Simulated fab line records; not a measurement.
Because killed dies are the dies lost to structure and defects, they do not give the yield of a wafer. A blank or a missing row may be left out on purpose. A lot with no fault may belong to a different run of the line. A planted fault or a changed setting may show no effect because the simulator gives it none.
Which tool was responsible?    flow sfqLine    Sampling: 14 lots, 42 wafers, 4 of 325 route steps

WHAT EACH GAUGE READ, for each wafer
SFQ_JJ_RS_MEAS_929: measurement is done with a four-point probe. Usual: JJ_NB_RS 1.051 ohm/sq, standard deviation 0.012.
lot   measured      on            JJ_NB_RS (ohm/sq)  flag
L128  day 49 07:14  filmMetro-04  1.032 1.045 1.035  
L129  day 49 14:50  filmMetro-03  1.041 1.033 1.046  
L130  day 49 16:41  filmMetro-03  1.050 1.050 1.049  
L132  day 51 16:03  filmMetro-02  1.032 1.032 1.026  
L134  day 52 05:02  filmMetro-03  1.069 1.067 1.051  
L135  day 52 15:17  filmMetro-03  1.059 1.069 1.059  
L136  day 57 07:29  filmMetro-03  1.046 1.056 1.034  
L137  day 57 11:04  filmMetro-03  1.048 1.045 1.047  
L139  day 57 23:04  filmMetro-02  1.072 1.079 1.074  
L141  day 58 22:46  filmMetro-03  1.041 1.060 1.049  
L145  day 59 16:46  filmMetro-03  1.059 1.046 1.059  
L147  day 62 11:38  filmMetro-02  1.040 1.049 1.052  
L148  day 62 20:14  filmMetro-02  1.066 1.060 1.054  
L149  day 63 02:05  filmMetro-04  1.053 1.066 1.068  

SFQ_JJ_OVL_MEAS_931. Usual: J5_OVL 1 nm, standard deviation 4.7.
lot   measured      on          J5_OVL (nm)  flag
L128  day 54 17:17  overlay-02  -3 3 -4      
L129  day 55 01:41  overlay-01  11 12 7      
L130  day 55 02:54  overlay-02  -3 3 -1      
L132  day 55 07:23  overlay-02  3 4 -2       
L134  day 55 09:47  overlay-02  10 1 1       
L135  day 55 10:59  overlay-02  1 2 3        
L136  day 60 16:41  overlay-01  7 -5 4       
L137  day 60 19:05  overlay-01  3 0 -3       
L139  day 61 03:29  overlay-02  -6 -2 -4     
L141  day 62 15:29  overlay-01  -3 3 -3      
L145  day 64 02:34  overlay-01  6 -5 -3      
L147  day 66 17:20  overlay-02  -3 -8 -2     
L148  day 67 00:32  overlay-02  11 9 8       
L149  day 67 07:44  overlay-01  -3 -6 1      

WHICH TOOL RAN EACH LOT (tool, then ch and the chambers of the sampled wafers, then the start)
lot   SFQ_TRILAYER_I3_VIA_STRIP_STRIP_089  SFQ_TRILAYER_JJ_CE_LITHO_EXPOSE_115
L128  rieMetal-01 ch 0,1, day 41 21:10     krfScanner-01 ch 0, day 54 15:47
L129  rieMetal-02 ch 0, day 43 00:46       krfScanner-01 ch 0, day 55 00:11
L130  rieMetal-01 ch 0,1, day 43 01:58     krfScanner-01 ch 0, day 55 01:35
L132  rieMetal-02 ch 0,1, day 45 07:58     krfScanner-02 ch 0, day 55 05:53
L134  rieMetal-01 ch 0,1, day 45 19:58     krfScanner-02 ch 0, day 55 08:17
L135  rieMetal-01 ch 0,1, day 46 10:22     krfScanner-02 ch 0, day 55 09:29
L136  rieMetal-02 ch 0,1, day 46 21:13     krfScanner-01 ch 0, day 60 15:23
L137  rieMetal-01 ch 0,1, day 47 00:49     krfScanner-01 ch 0, day 60 17:35
L139  rieMetal-03 ch 0,1, day 47 16:25     krfScanner-01 ch 0, day 61 01:59
L141  rieMetal-01 ch 0,1, day 48 10:25     krfScanner-01 ch 0, day 62 13:59
L145  rieMetal-03 ch 0,1, day 49 20:09     krfScanner-01 ch 0, day 64 01:04
L147  rieMetal-01 ch 0,1, day 53 04:34     krfScanner-02 ch 0, day 66 15:50
L148  rieMetal-03 ch 0,1, day 53 06:46     krfScanner-02 ch 0, day 66 23:02
L149  rieMetal-01 ch 0,1, day 53 09:22     krfScanner-02 ch 0, day 67 06:38
- SFQ_TRILAYER_I3_VIA_STRIP_STRIP_089: strips in O2.
- SFQ_TRILAYER_JJ_CE_LITHO_EXPOSE_115: exposes mask J5, target cd 700 nm.

WHAT THE TOOLS THEMSELVES READ (means of the sampled wafers that have a number; where no wafer has one, the mark that the record gives instead)
SFQ_TRILAYER_I3_VIA_STRIP_STRIP_089. Usual: drypumpMotorCurrentA 5.6 A, standard deviation 0.33; oesProductAu 0.991 a.u., standard deviation 0.01.
lot   tool         drypumpMotorCurrentA (A)  oesProductAu (a.u.)  flag
L128  rieMetal-01  5.6                       0.977                
L129  rieMetal-02  5.6                       0.989                
L130  rieMetal-01  5.9                       0.989                
L132  rieMetal-02  5.7                       0.996                
L134  rieMetal-01  5.6                       0.985                
L135  rieMetal-01  5.6                       0.991                
L136  rieMetal-02  5.8                       1.001                
L137  rieMetal-01  5.6                       0.991                
L139  rieMetal-03  5.2                       1.002                
L141  rieMetal-01  5.6                       0.985                
L145  rieMetal-03  5.2                       0.994                
L147  rieMetal-01  5.6                       0.979                
L148  rieMetal-03  5.2                       1.004                
L149  rieMetal-01  5.8                       0.987                

SFQ_TRILAYER_JJ_CE_LITHO_EXPOSE_115. Usual: exposureDoseMJCm2 14.398, standard deviation 0.016; focusOffsetNm 0.0 nm, standard deviation 0.53.
lot   tool           exposureDoseMJCm2  focusOffsetNm (nm)  flag
L128  krfScanner-01  14.396             -0.1                
L129  krfScanner-01  14.405             0.3                 
L130  krfScanner-01  14.401             0.3                 
L132  krfScanner-02  14.388             -0.2                
L134  krfScanner-02  14.399             0.3                 
L135  krfScanner-02  14.404             -0.2                
L136  krfScanner-01  14.390             0.5                 
L137  krfScanner-01  14.403             0.3                 
L139  krfScanner-01  14.402             -1.0                
L141  krfScanner-01  14.392             0.2                 
L145  krfScanner-01  14.390             -0.1                
L147  krfScanner-02  14.406             -0.2                
L148  krfScanner-02  13.195             -0.1                OFF
L149  krfScanner-02  13.168             0.0                 OFF

THE ANSWER, worked out from the rows above alone
Rule: a lot is off if the mean of its wafers that have a number lies more than 3 standard deviations from the usual mean. A lot without any number at a reading at which 4 lots or more have one is off too. Any other lot the step has rows for is counted as sound. First the gauges in route order, then the tools' own readings, where a lot's mean is used as printed above. At the first step where some lot is off, the reading lying furthest off is the one used; lots without a number count as furthest.
Off at SFQ_TRILAYER_JJ_CE_LITHO_EXPOSE_115 (exposureDoseMJCm2): L148, L149.
A tool fits if, at that step or a process step before it, it ran every lot that is off, and no sound lot after the first of them. One fits: krfScanner-02 at SFQ_TRILAYER_JJ_CE_LITHO_EXPOSE_115. Its last sound lot is L147 (day 66 15:50), its first lot that is off L148 (day 66 23:02): a fault that began between those two fits.
The tool's own readings at SFQ_TRILAYER_JJ_CE_LITHO_EXPOSE_115 bear it out: on the lots that are off they differ by more than 5 times the standard deviation of the sound lots' means. exposureDoseMJCm2 reads 13.181 there against 14.398 on the sound lots.

WHAT THE SIMULATOR PUT IN
Process parameter drift: krfScanner-02, from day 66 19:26 on, at SFQ_TRILAYER_JJ_CE_LITHO_EXPOSE_115. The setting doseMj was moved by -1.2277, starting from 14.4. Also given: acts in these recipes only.
Shown lots that were struck: L148, L149. The same result came from the rule above.
